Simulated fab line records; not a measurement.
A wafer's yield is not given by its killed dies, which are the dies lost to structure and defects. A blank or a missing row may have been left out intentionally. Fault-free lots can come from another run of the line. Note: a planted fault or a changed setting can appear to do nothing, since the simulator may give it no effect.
What tool caused it? / flow sky130 / Sampling: 7 lots, 19 wafers, 4 of 708 route steps

== WHAT THE GAUGES SHOWED, per wafer ==
SKY_METAL1_RS_MEAS_05: measures by four-point-probe.
lot=L830; measured=day 31 16:21; on=film-metro-04; METAL1_ALCU_RS (ohm/sq)=0.1286 0.1259 0.1280
lot=L832; measured=day 34 00:38; on=film-metro-02; METAL1_ALCU_RS (ohm/sq)=0.1287 0.1276 0.1282
lot=L835; measured=day 34 02:43; on=film-metro-02; METAL1_ALCU_RS (ohm/sq)=0.1012
lot=L839; measured=day 35 17:54; on=film-metro-02; METAL1_ALCU_RS (ohm/sq)=0.1257 0.1271 0.1251
lot=L844; measured=day 36 05:47; on=film-metro-04; METAL1_ALCU_RS (ohm/sq)=0.1288 0.1293 0.1283
lot=L847; measured=day 37 06:02; on=film-metro-01; METAL1_ALCU_RS (ohm/sq)=0.1304 0.1271 0.1280
lot=L852; measured=day 38 15:15; on=film-metro-04; METAL1_ALCU_RS (ohm/sq)=0.1273 0.1277 0.1271

== TOOL THAT RAN EACH LOT (tool first, then ch and the chambers of the sampled wafers, then the start) ==
lot=L830; SKY_CONTACT_CMP_27=cmp-02 ch 1,2,3, day 31 16:01; SKY_METAL1_SPUTTER_01=pvd-sputter-03, day 31 16:11; SKY_METAL1_SPUTTER_02=pvd-sputter-03, day 31 16:13
lot=L832; SKY_CONTACT_CMP_27=cmp-01 ch 1,2,3, day 34 00:16; SKY_METAL1_SPUTTER_01=pvd-sputter-01, day 34 00:29; SKY_METAL1_SPUTTER_02=pvd-sputter-01, day 34 00:31
lot=L835; SKY_CONTACT_CMP_27=cmp-02 ch 1, day 34 02:17; SKY_METAL1_SPUTTER_01=pvd-sputter-02, day 34 02:34; SKY_METAL1_SPUTTER_02=pvd-sputter-02, day 34 02:35
lot=L839; SKY_CONTACT_CMP_27=cmp-01 ch 1,2,3, day 35 17:33; SKY_METAL1_SPUTTER_01=pvd-sputter-01, day 35 17:43; SKY_METAL1_SPUTTER_02=pvd-sputter-01, day 35 17:45
lot=L844; SKY_CONTACT_CMP_27=cmp-02 ch 1,3, day 36 05:22; SKY_METAL1_SPUTTER_01=pvd-sputter-03, day 36 05:38; SKY_METAL1_SPUTTER_02=pvd-sputter-03, day 36 05:40
lot=L847; SKY_CONTACT_CMP_27=cmp-02 ch 1,3, day 37 05:35; SKY_METAL1_SPUTTER_01=pvd-sputter-01, day 37 05:55; SKY_METAL1_SPUTTER_02=pvd-sputter-01, day 37 05:56
lot=L852; SKY_CONTACT_CMP_27=cmp-01 ch 1,2,3, day 38 14:49; SKY_METAL1_SPUTTER_01=pvd-sputter-01, day 38 15:08; SKY_METAL1_SPUTTER_02=pvd-sputter-01, day 38 15:10
- SKY_CONTACT_CMP_27: polishes, stops on SiO2, t overpolish 15 s, target thk 0 nm.
- SKY_METAL1_SPUTTER_01: material TiN, target thk 20 nm, time 16.7 s.
- SKY_METAL1_SPUTTER_02: material AlCu, target thk 250 nm, time 13.3 s.

== THE ANSWER, worked out from the rows above alone ==
Rule: what is usual is taken from the lots themselves. The widest of any qualifying gaps counts: lots, ordered by their means at a reading, are off when they make up no more than a third of the lots, leave a main group of 4 or more, and stand apart from it by 3 or more times the standard deviation of that group's means. Not used: any main group whose means are identical at the precision the tables above print for the reading. A lot without any number at a reading at which 4 lots or more have one is off too. Any other lot the step has rows for is counted as sound.
Off: L835, seen at SKY_METAL1_RS_MEAS_05 (METAL1_ALCU_RS). For the main group the mean is 0.1277 ohm/sq and the standard deviation 0.00093.
If a tool, at a process step before that reading, ran all the lots that are off and no sound lot after the first of them, it fits. The gauges at SKY_METAL1_RS_MEAS_05 are tried like those tools. One fits: SKY_METAL1_SPUTTER_01 and SKY_METAL1_SPUTTER_02 on pvd-sputter-02. It ran no sound lot before its first lot that is off in this sample, so the start can't be narrowed down.

== WHAT HAD BEEN PUT IN BY THE SIMULATOR ==
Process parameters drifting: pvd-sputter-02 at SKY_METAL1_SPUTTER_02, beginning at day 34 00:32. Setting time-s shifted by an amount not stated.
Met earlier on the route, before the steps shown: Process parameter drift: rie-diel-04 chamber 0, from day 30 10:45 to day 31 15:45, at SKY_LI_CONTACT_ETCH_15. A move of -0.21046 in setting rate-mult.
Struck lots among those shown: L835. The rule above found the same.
